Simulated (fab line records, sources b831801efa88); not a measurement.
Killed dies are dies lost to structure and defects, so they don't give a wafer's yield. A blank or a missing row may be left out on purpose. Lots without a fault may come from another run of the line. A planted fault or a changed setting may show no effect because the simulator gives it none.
fab line records | flow gf180mcu
record lots=5 wafers=23
route steps=602 shown STI@4 LVPWELL@56 MVPSD@86 VT_IMPLANT@120 POLY_GATE@157
start_h: hours from the record's first day to the start of the lot's first wafer shown | wait_h: hours since the lot's step before | " the same as in the row above | L1.1+2: a row that stands for several wafers | - no value, or no start given | * or withheld: withheld | < > ~ a bound
route shown NAME@n: a module of which the file shows steps, and the number in the route of the first | usual: mean/standard deviation of fault-free wafers | same: alike in all rows | chamber/n: place in a boat | sites: the reading at each site | _std_site: their standard deviation | _edge_site: outer sites' mean less inner sites' | radius_mm: how far each site lies from the wafer's centre | mask NAME#n: copy n | behind: the tool/chamber that last shaped the wafer | hold: why the lot was held/for how many hours/how that ended | device: the transistor (n, p or np) that didn't switch | end of line: the same wafers' tests at the end of the route | a step without rows: its recipe alone | killed: dies lost to structure and defects at the first sort, not the wafer's yield | map: a wafer's dies, x killed, . not, _ none there
set.NAME: the setting as run; set.NAME@STEP: as run at that earlier step | model.NAME: the simulator's own value behind a step, which no gauge read
lots whose settings were changed on purpose; a table a step, a row a wafer
## steps
# step GF_STI_CVD_03
# recipe material=Si3N4 precursor=DCS/NH3 target_thk_nm=207.16 temp_c=770 time_s=3551 pressure_mtorr=250
# columns lot.wafer tool chamber start_h wait_h set.time_s model.Si3N4_of_STI_CVD_03.thk_nm
L074.1 lpcvd-01 1 11.57 0.1 3551 210.1
L074.2 " 1 " " 3551 207.4
L074.6 " 1 " " 3551 208.1
L078.1 - - - 0.1 3900 227.5
L078.2 " - " " 3900 230.1
L078.4 " - " " 3900 228.7
L078.5 " - " " 3900 230
L078.6 " - " " 3900 230.3
L080.2 - - - 0.0 3551 205
L080.3 " - " " 3551 205.1
L080.4 " - " " 3551 205.3
L080.5 " - " " 3551 203.4
L080.6 " - " " 3551 205.2
L081.1 - - - 0.1 4071 236.9
L081.3 " - " " 4071 237.8
L081.4+6 " - " " 4071 236.3
L081.5 " - " " 4071 235.4
L085.1 - - - 0.1 3766 221.5
L085.2 " - " " 3766 221.2
L085.3 " - " " 3766 220.7
L085.4 " - " " 3766 221.3
L085.6 " - " " 3766 221
# step GF_STI_THK_MEAS_04
# recipe reads=Si3N4_of_STI_CVD_03
# usual STI_CVD_03_THK=206.7/2
# columns lot.wafer tool chamber start_h wait_h set.time_s@STI_CVD_03 STI_CVD_03_THK[nm]
L074.1 film_metro-01 - 13.56 0.0 3551 210.1
L074.2 " - " " 3551 207.4
L074.6 " - " " 3551 208.1
L078.1 film_metro-04 - - - 3900 227.5
L078.2 " - " " 3900 230.1
L078.4 " - " " 3900 228.6
L078.5 " - " " 3900 230.0
L078.6 " - " " 3900 230.5
L080.2 film_metro-01 - - - 3551 204.7
L080.3 " - " " 3551 205.3
L080.4 " - " " 3551 205.3
L080.5 " - " " 3551 203.4
L080.6 " - " " 3551 205.3
L081.1 film_metro-01 - - - 4071 236.6
L081.3 " - " " 4071 237.9
L081.4 " - " " 4071 236.1
L081.5 " - " " 4071 235.4
L081.6 " - " " 4071 236.1
L085.1 film_metro-01 - - - 3766 221.5
L085.2 " - " " 3766 221.1
L085.3 " - " " 3766 220.8
L085.4 " - " " 3766 221.2
L085.6 " - " " 3766 220.8
# step GF_STI_PEB_10
# recipe peb_temp_c=135 peb_time_s=90 resist=KrF
# columns lot.wafer tool chamber start_h wait_h set.peb_temp_c
L074.1+2+6 litho_track-01 0 - - 135
L078.1+2+5 litho_track-02 0 - - 135
L078.4+6 " 0 " " 132.4
L080.2+3 litho_track-01 0 - - 135
L080.4+5+6 " 0 " " 131.4
L081.1+3+4+5+6 litho_track-02 0 - - 135
L085.1+3+4 litho_track-01 0 - - 135
L085.2+6 " 0 " " 136.5
# step GF_STI_DEVELOP_11
# recipe develop_time_s=60 dev_temp_c=21
# step GF_STI_CD_MEAS_12
# recipe target_cd_nm=220
# usual cd_nm=220.0/1.4
# columns lot.wafer tool chamber start_h wait_h set.peb_temp_c@STI_PEB_10 cd_nm
L074.1 cd_sem-02 - 25.20 0.1 135 217.9
L074.2 " - " " 135 218.8
L074.6 " - " " 135 218.2
L078.1 cd_sem-01 - 46.13 0.1 135 218.9
L078.2 " - " " 135 220.0
L078.4 " - " " 132.4 229.0
L078.5 " - " " 135 219.5
L078.6 " - " " 132.4 227.7
L080.2 cd_sem-02 - 57.32 0.1 135 221.4
L080.3 " - " " 135 220.3
L080.4 " - " " 131.4 232.3
L080.5 " - " " 131.4 232.8
L080.6 " - " " 131.4 233.4
L081.1 cd_sem-01 - 61.68 0.1 135 220.1
L081.3 " - " " 135 220.0
L081.4 " - " " 135 220.4
L081.5 " - " " 135 220.7
L081.6 " - " " 135 220.8
L085.1 cd_sem-02 - 82.14 0.1 135 217.6
L085.2 " - " " 136.5 212.5
L085.3 " - " " 135 218.3
L085.4 " - " " 135 218.1
L085.6 " - " " 136.5 213.8
# step GF_STI_ETCH_13
# recipe chemistry=CHF3/O2 stop_on=Si over_etch_frac=0.3 target_depth_a=2823.1 source_w=600 bias_w=200 pressure_mtorr=40 chf3_flow_sccm=50 O2_flow_sccm=5 time_s=112.9
# usual oes_product_au=0.832/0.0063
# columns lot.wafer tool chamber start_h wait_h set.time_s@STI_CVD_03 set.peb_temp_c@STI_PEB_10 oes_product_au model.etch.depth_nm model.STI.cd_nm
L074.1 rie_diel-03 1 25.32 0.1 3551 135 0.840 210.1 218.3
L074.2 " 3 " " 3551 135 0.833 207.4 218.9
L074.6 " 1 " " 3551 135 0.833 208.1 218.4
L078.1 rie_diel-02 1 46.25 0.1 3900 135 0.877 227.5 218.8
L078.2 " 3 " " 3900 135 0.882 230.1 220
L078.4 " 2 " " 3900 132.4 0.880 228.7 229.4
L078.5 " 3 " " 3900 135 0.885 230 219.7
L078.6 " 2 " " 3900 132.4 0.885 230.3 227.8
L080.2 rie_diel-04 3 57.42 0.1 3551 135 0.829 - 220.8
L080.3 " 0 " " 3551 135 0.839 - 220.8
L080.4 " 1 " " 3551 131.4 0.827 - 231.8
L080.5 " 3 " " 3551 131.4 0.820 - 232.5
L080.6 " 2 " " 3551 131.4 0.834 - 233.4
L081.1 rie_diel-04 0 61.80 0.1 4071 135 0.904 236.9 220
L081.3 " 1 " " 4071 135 0.900 - 220
L081.4 " 3 " " 4071 135 0.898 236.3 220.2
L081.5 " 0 " " 4071 135 0.890 - 220.7
L081.6 " 1 " " 4071 135 0.894 - 220.2
L085.1 rie_diel-04 2 82.26 0.1 3766 135 0.864 - 217.5
L085.2 " 3 " " 3766 136.5 0.854 221.2 212.1
L085.3 " 1 " " 3766 135 0.868 - 217.7
L085.4 " 0 " " 3766 135 0.869 221.3 218.4
L085.6 " 0 " " 3766 136.5 0.866 - 213.9
# step GF_STI_ETCH_14
# recipe target=Si chemistry=HBr/Cl2/O2 target_depth_nm=360 icp_w=600 bias_w=150 pressure_mtorr=15 HBr_flow_sccm=150 Cl2_flow_sccm=40 O2_flow_sccm=6 time_s=102.9
# columns lot.wafer tool chamber start_h wait_h set.time_s set.peb_temp_c@STI_PEB_10 model.STI.cd_nm model.STI.feature_depth_nm
L074.1 rie_si-01 1 25.40 0.0 102.9 135 216.1 355.8
L074.2 " 0 " " 102.9 135 219.3 365.5
L074.6 " 0 " " 102.9 135 218.4 368.8
L078.1 rie_si-02 3 46.33 0.0 107.9 135 217.8 369.8
L078.2 " 1 " " 102.9 135 221.3 365.9
L078.4 " 2 " " 107.9 132.4 227.6 378.6
L078.5 " 1 " " 102.9 135 221.4 367.8
L078.6 " 2 " " 102.9 132.4 226 362.7
L080.2 rie_si-01 1 57.49 0.0 89.35 135 219.7 311.2
L080.3 " 0 " " 102.9 135 221.6 371.5
L080.4 " 2 " " 89.35 131.4 235.9 306.5
L080.5 " 2 " " 102.9 131.4 234.4 351
L080.6 " 3 " " 102.9 131.4 234.3 363.4
L081.1 rie_si-01 0 61.88 0.0 102.9 135 219.9 361.4
L081.3 " 2 " " 102.9 135 219.5 345.4
L081.4 " 3 " " 102.9 135 220.1 361.2
L081.5 " 0 " " 108.2 135 221.1 382.8
L081.6 " 3 " " 108.2 135 219.6 378.5
L085.1 rie_si-02 1 82.34 0.0 102.9 135 218.8 371.1
L085.2 " 0 " " 102.9 136.5 210 358.2
L085.3 " 2 " " 102.9 135 216.1 366.4
L085.4 " 3 " " 102.9 135 218.2 359.8
L085.6 " 3 " " 102.9 136.5 213.7 354.7
# step GF_LVPWELL_COAT_02
# recipe spin_rpm=2000 resist_thk_nm=3000
# columns lot.wafer tool chamber start_h wait_h set.spin_rpm model.coat_of_LVPWELL_COAT_02.thk_nm
L074.1 litho_track-03 0 62.90 0.1 2000 3009
L074.2 " 0 " " 2000 3015
L074.6 " 0 " " 2000 3006
L078.1 litho_track-03 0 84.65 0.1 2000 3011
L078.2 " 0 " " 2000 3009
L078.4 " 0 " " 1929 3061
L078.5 " 0 " " 1929 3067
L078.6 " 0 " " 1929 3065
L080.2 litho_track-02 0 96.35 0.1 2000 3005
L080.3 " 0 " " 2000 2996
L080.4 " 0 " " 2000 3002
L080.5 " 0 " " 2000 3004
L080.6 " 0 " " 2000 2998
L081.1 litho_track-02 0 99.18 0.1 2000 2990
L081.3 " 0 " " 2000 2992
L081.4 " 0 " " 2000 2994
L081.5 " 0 " " 2000 2988
L081.6 " 0 " " 2000 2993
L085.1 litho_track-01 0 129.24 0.1 2055 2966
L085.2 " 0 " " 2055 2973
L085.3+6 " 0 " " 2000 3010
L085.4 " 0 " " 2055 2969
# step GF_LVPWELL_IMPLANT_08
# recipe species=B energy_kev=170 dose_cm2=1.5e+13 tilt_deg=0
# columns lot.wafer tool chamber start_h wait_h set.dose_cm2
L074.1+2+6 implanter-04 0 69.53 0.0 1.5e+13
L078.1+5 implanter-04 0 91.76 0.0 1.695e+13
L078.2+4+6 " 0 " " 1.5e+13
L080.2+3+4+5+6 implanter-04 0 103.01 0.0 1.5e+13
L081.1+3+5 implanter-01 0 106.38 0.0 1.5e+13
L081.4+6 " 0 " " 1.645e+13
L085.1+2+3+4+6 implanter-01 0 136.53 0.0 1.5e+13
# step GF_LVPWELL_IMPLANT_09
# recipe species=B energy_kev=60 dose_cm2=5e+12 tilt_deg=0
# step GF_LVPWELL_STRIP_10
# recipe chemistry=O2/N2 power_w=1400 pressure_mtorr=1500 platen_temp_c=250 o2_flow_sccm=3000 n2_flow_sccm=300 overash_fraction=0.5
# usual strip_time_to_endpoint_s=37.01/0.092
# columns lot.wafer tool chamber start_h wait_h set.spin_rpm@LVPWELL_COAT_02 strip_time_to_endpoint_s
L074.1 plasma_asher-01 0 69.83 0.1 2000 37.06
L074.2 " 1 " " 2000 37.13
L074.6 " 0 " " 2000 37.03
L078.1 plasma_asher-04 0 92.06 0.1 2000 37.09
L078.2 " 1 " " 2000 37.06
L078.4 " 1 " " 1929 37.64
L078.5 " 0 " " 1929 37.70
L078.6 " 1 " " 1929 37.67
L080.2 plasma_asher-03 1 103.28 0.1 2000 37.02
L080.3 " 0 " " 2000 36.91
L080.4 " 1 " " 2000 36.99
L080.5 " 1 " " 2000 36.97
L080.6 " 0 " " 2000 36.93
L081.1 plasma_asher-03 0 106.68 0.1 2000 36.81
L081.3 " 1 " " 2000 36.86
L081.4 " 0 " " 2000 36.87
L081.5 " 0 " " 2000 36.81
L081.6 " 1 " " 2000 36.86
L085.1 plasma_asher-01 1 136.83 0.1 2055 36.55
L085.2 " 0 " " 2055 36.62
L085.3 " 0 " " 2000 37.08
L085.4 " 1 " " 2055 36.59
L085.6 " 0 " " 2000 37.06
# step GF_MVPSD_IMPLANT_08
# recipe species=B energy_kev=170 dose_cm2=1.5e+13 tilt_deg=0
# columns lot.wafer tool chamber start_h wait_h set.dose_cm2
L074.1+2+6 implanter-04 0 96.45 0.0 1.5e+13
L078.1+2+4 implanter-03 0 119.25 0.0 1.44e+13
L078.5+6 " 0 " " 1.5e+13
L080.2+6 implanter-02 0 132.01 0.0 1.5e+13
L080.3+4+5 " 0 " " 1.583e+13
L081.1+4 implanter-02 0 135.20 0.0 1.591e+13
L081.3+5+6 " 0 " " 1.5e+13
L085.1+6 implanter-02 0 168.63 0.0 1.601e+13
L085.2+3+4 " 0 " " 1.5e+13
# step GF_VT_IMPLANT_IMPLANT_30
# recipe species=B energy_kev=25 dose_cm2=2.534e+12 tilt_deg=7
# columns lot.wafer tool chamber start_h wait_h set.dose_cm2
L074.1+2+6 implanter-01 0 140.55 0.0 2.534e+12
L078.1+5 implanter-03 0 165.21 0.0 2.77e+12
L078.2+4+6 " 0 " " 2.534e+12
L080.2+3+6 implanter-03 0 179.71 0.0 2.328e+12
L080.4+5 " 0 " " 2.534e+12
L081.1+3+4+5+6 implanter-02 0 182.71 0.0 2.534e+12
L085.1+2+3+4+6 implanter-01 0 221.01 0.0 2.534e+12
# step GF_VT_IMPLANT_STRIP_31
# recipe chemistry=O2/N2 power_w=1400 pressure_mtorr=1500 platen_temp_c=250 o2_flow_sccm=3000 n2_flow_sccm=300 overash_fraction=0.5
# step GF_VT_IMPLANT_TW_MEAS_32
# usual VT_IMPLANT_3_TW=270.8/1.6
# columns lot.wafer tool chamber start_h wait_h set.dose_cm2@VT_IMPLANT_IMPLANT_30 VT_IMPLANT_3_TW
L074.1 film_metro-02 - 140.80 0.1 2.534e+12 267.8
L074.2 " - " " 2.534e+12 269.3
L074.6 " - " " 2.534e+12 268.4
L078.1 film_metro-01 - 165.46 0.1 2.77e+12 278.5
L078.2 " - " " 2.534e+12 271.3
L078.4 " - " " 2.534e+12 270.6
L078.5 " - " " 2.77e+12 278.3
L078.6 " - " " 2.534e+12 272.9
L080.2 film_metro-02 - 179.94 0.1 2.328e+12 260.5
L080.3 " - " " 2.328e+12 261.1
L080.4 " - " " 2.534e+12 267.7
L080.5 " - " " 2.534e+12 265.9
L080.6 " - " " 2.328e+12 260.7
L081.1 film_metro-01 - 182.96 0.1 2.534e+12 271.0
L081.3 " - " " 2.534e+12 271.7
L081.4 " - " " 2.534e+12 271.5
L081.5 " - " " 2.534e+12 271.1
L081.6 " - " " 2.534e+12 272.0
L085.1 film_metro-02 - 221.26 0.1 2.534e+12 271.2
L085.2 " - " " 2.534e+12 271.1
L085.3 " - " " 2.534e+12 272.0
L085.4 " - " " 2.534e+12 270.4
L085.6 " - " " 2.534e+12 270.1
# step GF_VT_IMPLANT_COAT_35
# recipe resist=NOVOLAK spin_rpm=3000 resist_thk_nm=1000
# columns lot.wafer tool chamber start_h wait_h set.spin_rpm model.NOVOLAK_of_VT_IMPLANT_COAT_35.thk_nm
L074.1+2+6 litho_track-03 0 148.25 0.1 3000 1002
L078.1 litho_track-02 0 173.42 0.1 2915 1017
L078.2 " 0 " " 2915 1018
L078.4 " 0 " " 3000 1004
L078.5+6 " 0 " " 3000 1003
L080.2 litho_track-04 0 188.29 0.1 2925 1013
L080.3+4 " 0 " " 2925 1011
L080.5 " 0 " " 3000 998.7
L080.6 " 0 " " 3000 1001
L081.1 litho_track-04 0 191.56 0.1 3092 984.9
L081.3 " 0 " " 3092 982.3
L081.4 " 0 " " 3092 980.6
L081.5 " 0 " " 3000 995.5
L081.6 " 0 " " 3000 997.1
L085.1+2 litho_track-03 0 229.84 0.1 2870 1017
L085.3 " 0 " " 3000 995.2
L085.4 " 0 " " 3000 996.2
L085.6 " 0 " " 3000 992.4
# step GF_VT_IMPLANT_DEVELOP_39
# recipe develop_time_s=60 dev_temp_c=23
# columns lot.wafer tool chamber start_h wait_h set.develop_time_s
L074.1+2+6 litho_track-04 0 156.21 0.1 60
L078.1+4+6 litho_track-04 0 181.71 0.1 60
L078.2+5 " 0 " " 54.21
L080.2+3 litho_track-03 0 196.92 0.1 51.75
L080.4+5+6 " 0 " " 60
L081.1+3+4+5+6 litho_track-02 0 200.17 0.1 60
L085.1+3+4 litho_track-03 0 239.04 0.1 65.47
L085.2+6 " 0 " " 60
# step GF_VT_IMPLANT_IMPLANT_41
# recipe species=As energy_kev=70 dose_cm2=1.013e+12 tilt_deg=7
# step GF_VT_IMPLANT_STRIP_42
# recipe chemistry=O2/N2 power_w=1400 pressure_mtorr=1500 platen_temp_c=250 o2_flow_sccm=3000 n2_flow_sccm=300 overash_fraction=0.5
# usual strip_time_to_endpoint_s=12.63/0.039
# columns lot.wafer tool chamber start_h wait_h set.spin_rpm@VT_IMPLANT_COAT_35 strip_time_to_endpoint_s
L074.1 plasma_asher-02 1 156.55 0.1 3000 12.66
L074.2 " 0 " " 3000 12.66
L074.6 " 0 " " 3000 12.64
L078.1 plasma_asher-03 1 182.05 0.1 2915 12.83
L078.2 " 0 " " 2915 12.78
L078.4 " 0 " " 3000 12.68
L078.5 " 0 " " 3000 12.66
L078.6 " 1 " " 3000 12.67
L080.2 plasma_asher-01 1 197.23 0.1 2925 12.76
L080.3 " 0 " " 2925 12.77
L080.4 " 1 " " 2925 12.75
L080.5 " 1 " " 3000 12.62
L080.6 " 0 " " 3000 12.65
L081.1 plasma_asher-01 1 200.51 0.1 3092 12.48
L081.3 " 1 " " 3092 12.42
L081.4 " 0 " " 3092 12.38
L081.5 " 1 " " 3000 12.57
L081.6 " 0 " " 3000 12.60
L085.1 plasma_asher-02 0 239.38 0.1 2870 12.84
L085.2 " 1 " " 2870 12.81
L085.3 " 0 " " 3000 12.57
L085.4 " 1 " " 3000 12.57
L085.6 " 1 " " 3000 12.52
# step GF_VT_IMPLANT_CLEAN_44
# recipe chemistry=SC1/SC2 mix=1:4:20 temp_c=70 time_s=150 dry=n2_spin
# step GF_VT_IMPLANT_RS_MEAS_49
# recipe thk_meas_gauge=four-point-probe
# usual MVPSD_RS=1170.0/2.7
# columns lot.wafer tool chamber start_h wait_h set.dose_cm2@MVPSD_IMPLANT_08 MVPSD_RS[ohm/sq]
L074.1 film_metro-04 - 157.22 0.1 1.5e+13 1173.1
L074.2 " - " " 1.5e+13 1170.0
L074.6 " - " " 1.5e+13 1171.6
L078.1 film_metro-02 - 182.72 0.1 1.44e+13 1195.5
L078.2 " - " " 1.44e+13 1196.0
L078.4 " - " " 1.44e+13 1199.2
L078.5 " - " " 1.5e+13 1176.2
L078.6 " - " " 1.5e+13 1172.8
L080.2 film_metro-03 - 197.94 0.1 1.5e+13 1175.1
L080.3 " - " " 1.583e+13 1139.3
L080.4 " - " " 1.583e+13 1141.4
L080.5 " - " " 1.583e+13 1143.1
L080.6 " - " " 1.5e+13 1169.8
L081.1 film_metro-02 - 201.18 0.1 1.591e+13 1132.1
L081.3 " - " " 1.5e+13 1169.2
L081.4 " - " " 1.591e+13 1133.4
L081.5 " - " " 1.5e+13 1170.1
L081.6 " - " " 1.5e+13 1168.5
L085.1 film_metro-02 - 240.05 0.1 1.601e+13 1128.5
L085.2 " - " " 1.5e+13 1166.0
L085.3 " - " " 1.5e+13 1167.2
L085.4 " - " " 1.5e+13 1166.0
L085.6 " - " " 1.601e+13 1130.9
# step GF_POLY_GATE_CVD_00
# recipe material=poly-Si target_thk_nm=200 temp_c=620 time_s=1200 pressure_mtorr=200
# columns lot.wafer tool chamber start_h wait_h set.time_s model.poly-Si_of_POLY_GATE_CVD_00.thk_nm
L074.1 lpcvd-02 1 177.17 0.0 1200 202
L074.2 " 1 " " 1200 200.4
L074.6 " 1 " " 1200 201.5
L078.1 - - - 0.0 1252 209
L078.2 " - " " 1252 207.8
L078.4 " - " " 1252 207.4
L078.5 " - " " 1252 207.2
L078.6 " - " " 1252 209.3
L080.2 - - - 0.0 1272 215.2
L080.3 " - " " 1272 213.7
L080.4 " - " " 1272 214.1
L080.5 " - " " 1272 214.9
L080.6 " - " " 1272 212.9
L081.1 - - - 0.0 1360 227.3
L081.3 " - " " 1360 228.1
L081.4 " - " " 1360 228.4
L081.5 " - " " 1360 228.3
L081.6 " - " " 1360 228
L085.1 - - - 0.0 1310 222.5
L085.2 " - " " 1310 220.6
L085.3 " - " " 1310 221.6
L085.4 " - " " 1310 221.3
L085.6 " - " " 1310 221.2
# step GF_POLY_GATE_THK_MEAS_01
# recipe reads=poly-Si_of_POLY_GATE_CVD_00
# usual POLY_GATE_CVD_00_THK=201.1/1.5
# columns lot.wafer tool chamber start_h wait_h set.time_s@POLY_GATE_CVD_00 POLY_GATE_CVD_00_THK[nm]
L074.1 film_metro-01 - 178.51 0.0 1200 201.9
L074.2 " - " " 1200 200.5
L074.6 " - " " 1200 201.4
L078.1 film_metro-01 - - - 1252 208.9
L078.2 " - " " 1252 207.7
L078.4 " - " " 1252 207.6
L078.5 " - " " 1252 207.4
L078.6 " - " " 1252 209.4
L080.2 film_metro-01 - - - 1272 215.1
L080.3 " - " " 1272 213.6
L080.4 " - " " 1272 214.0
L080.5 " - " " 1272 214.7
L080.6 " - " " 1272 213.1
L081.1 film_metro-01 - - - 1360 227.5
L081.3 " - " " 1360 228.2
L081.4 " - " " 1360 228.4
L081.5 " - " " 1360 228.1
L081.6 " - " " 1360 227.9
L085.1 film_metro-01 - - - 1310 222.5
L085.2 " - " " 1310 220.6
L085.3 " - " " 1310 221.5
L085.4 " - " " 1310 221.5
L085.6 " - " " 1310 221.3
## key
split step=GF_STI_CVD_03 setting=time_s stated=3551 by=lot
response step=GF_STI_CVD_03 reading=model.Si3N4_of_STI_CVD_03.thk_nm change=+2.12 per=1% r=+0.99
response step=GF_STI_THK_MEAS_04 reading=STI_CVD_03_THK change=+2.12 per=1% r=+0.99
response step=GF_STI_ETCH_13 reading=oes_product_au change=+0.00458 per=1% r=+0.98
response step=GF_STI_ETCH_13 reading=model.etch.depth_nm change=+1.98 per=1% r=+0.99
split step=GF_STI_PEB_10 setting=peb_temp_c stated=135 by=wafer
response step=GF_STI_CD_MEAS_12 reading=cd_nm change=-4.52 per=1% r=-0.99
response step=GF_STI_ETCH_13 reading=model.STI.cd_nm change=-4.49 per=1% r=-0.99
response step=GF_STI_ETCH_14 reading=model.STI.cd_nm change=-4.75 per=1% r=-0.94
split step=GF_STI_ETCH_14 setting=time_s stated=102.9 by=wafer
response step=GF_STI_ETCH_14 reading=model.STI.feature_depth_nm change=+3.89 per=1% r=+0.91
split step=GF_LVPWELL_COAT_02 setting=spin_rpm stated=2000 by=wafer
response step=GF_LVPWELL_COAT_02 reading=model.coat_of_LVPWELL_COAT_02.thk_nm change=-15.1 per=1% r=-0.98
response step=GF_LVPWELL_STRIP_10 reading=strip_time_to_endpoint_s change=* per=1% r=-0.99
split step=GF_LVPWELL_IMPLANT_08 setting=dose_cm2 stated=1.5e+13 by=wafer
response none clear
split step=GF_MVPSD_IMPLANT_08 setting=dose_cm2 stated=1.5e+13 by=wafer
response step=GF_VT_IMPLANT_RS_MEAS_49 reading=MVPSD_RS change=-5.67 per=1% r=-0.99
split step=GF_VT_IMPLANT_IMPLANT_30 setting=dose_cm2 stated=2.534e+12 by=wafer
response step=GF_VT_IMPLANT_TW_MEAS_32 reading=VT_IMPLANT_3_TW change=+0.734 per=1% r=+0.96
split step=GF_VT_IMPLANT_COAT_35 setting=spin_rpm stated=3000 by=wafer
response step=GF_VT_IMPLANT_COAT_35 reading=model.NOVOLAK_of_VT_IMPLANT_COAT_35.thk_nm change=-4.89 per=1% r=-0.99
response step=GF_VT_IMPLANT_STRIP_42 reading=strip_time_to_endpoint_s change=* per=1% r=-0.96
split step=GF_VT_IMPLANT_DEVELOP_39 setting=develop_time_s stated=60 by=wafer
response none clear
split step=GF_POLY_GATE_CVD_00 setting=time_s stated=1200 by=lot
response step=GF_POLY_GATE_CVD_00 reading=model.poly-Si_of_POLY_GATE_CVD_00.thk_nm change=+2.1 per=1% r=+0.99
response step=GF_POLY_GATE_THK_MEAS_01 reading=POLY_GATE_CVD_00_THK change=+2.1 per=1% r=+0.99
